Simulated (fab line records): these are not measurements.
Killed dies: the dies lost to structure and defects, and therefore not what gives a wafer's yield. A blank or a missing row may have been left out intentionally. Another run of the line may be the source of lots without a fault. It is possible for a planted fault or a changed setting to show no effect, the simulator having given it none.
The tool behind it: which one?    flow gf180mcu    42 wafers from 14 lots sampled at 2 of the route's 602 steps

## WHAT EACH GAUGE READ, for each wafer
GF_V4_OVL_MEAS_15.
lot   measured      on          V4_OVL (nm)
L959  day 24 12:35  overlay-01  7 -4 0
L961  day 25 10:01  overlay-02  -3 -9 0
L964  day 26 08:26  overlay-01  0 9 4
L965  day 27 03:04  overlay-02  2 5 6
L966  day 27 04:01  overlay-01  3 -1 5
L967  day 27 11:10  overlay-02  2 2 3
L968  day 27 18:07  overlay-02  3 0 5
L969  day 28 03:02  overlay-02  5 4 -5
L970  day 28 08:16  overlay-01  4 8 9
L972  day 28 20:29  overlay-01  1 4 -2
L974  day 29 07:50  overlay-02  -4 -12 1
L979  day 31 02:04  overlay-02  -4 -2 0
L980  day 31 05:07  overlay-01  1 -1 5
L981  day 31 08:54  overlay-01  -1 -5 4

## WHICH TOOL RAN EACH LOT (tool, then ch and the chambers of the sampled wafers, then the start)
lot   GF_M4_SPUTTER_01
L959  pvd_sputter-04, day 22 13:59
L961  pvd_sputter-01, day 23 12:26
L964  pvd_sputter-04, day 24 11:53
L965  pvd_sputter-03, day 25 08:20
L966  pvd_sputter-04, day 25 08:29
L967  pvd_sputter-01, day 25 16:05
L968  pvd_sputter-03, day 25 23:41
L969  pvd_sputter-03, day 26 08:48
L970  pvd_sputter-01, day 26 15:08
L972  pvd_sputter-03, day 27 03:11
L974  pvd_sputter-03, day 27 16:48
L979  pvd_sputter-04, day 29 12:49
L980  pvd_sputter-03, day 29 14:37
L981  pvd_sputter-04, day 29 19:48
- GF_M4_SPUTTER_01: material TiN, target thk 30 nm, time 25 s.

## WHAT THE TOOLS THEMSELVES READ (means of the sampled wafers that have a number; where no wafer has one, the mark that the record gives instead)
GF_M4_SPUTTER_01.
lot   tool            throttle_valve_pct (%)
L959  pvd_sputter-04  29.9
L961  pvd_sputter-01  28.1
L964  pvd_sputter-04  29.7
L965  pvd_sputter-03  29.8
L966  pvd_sputter-04  30.6
L967  pvd_sputter-01  28.8
L968  pvd_sputter-03  29.1
L969  pvd_sputter-03  30.1
L970  pvd_sputter-01  29.4
L972  pvd_sputter-03  29.8
L974  pvd_sputter-03  30.3
L979  pvd_sputter-04  30.0
L980  pvd_sputter-03  29.8
L981  pvd_sputter-04  30.5

## THE ANSWER, worked out from the rows above alone
Rule: usual is defined by the lots themselves. Put in order of their means at a reading, lots are off if they are a third of the lots or fewer, leave a main group of 4 or more, and stand apart from it by a gap of 3 or more times the standard deviation of the main group's means; of several such gaps the widest counts. If all means in a main group match to the digits the tables above print for the reading, that group is not used. A lot without any number at a reading at which 4 lots or more have one is off too. The other lots that the step has rows for count as sound. After the gauges, taken in route order, come the tools' own readings; for these a lot's mean is taken, as printed above. The first step at which some lot is off is used, and at that step the reading that is off furthest; a lot without a number counts as furthest.
No lot is off on any of the readings shown, so nothing can be concluded from this.

## WHAT THE SIMULATOR HAD PUT IN
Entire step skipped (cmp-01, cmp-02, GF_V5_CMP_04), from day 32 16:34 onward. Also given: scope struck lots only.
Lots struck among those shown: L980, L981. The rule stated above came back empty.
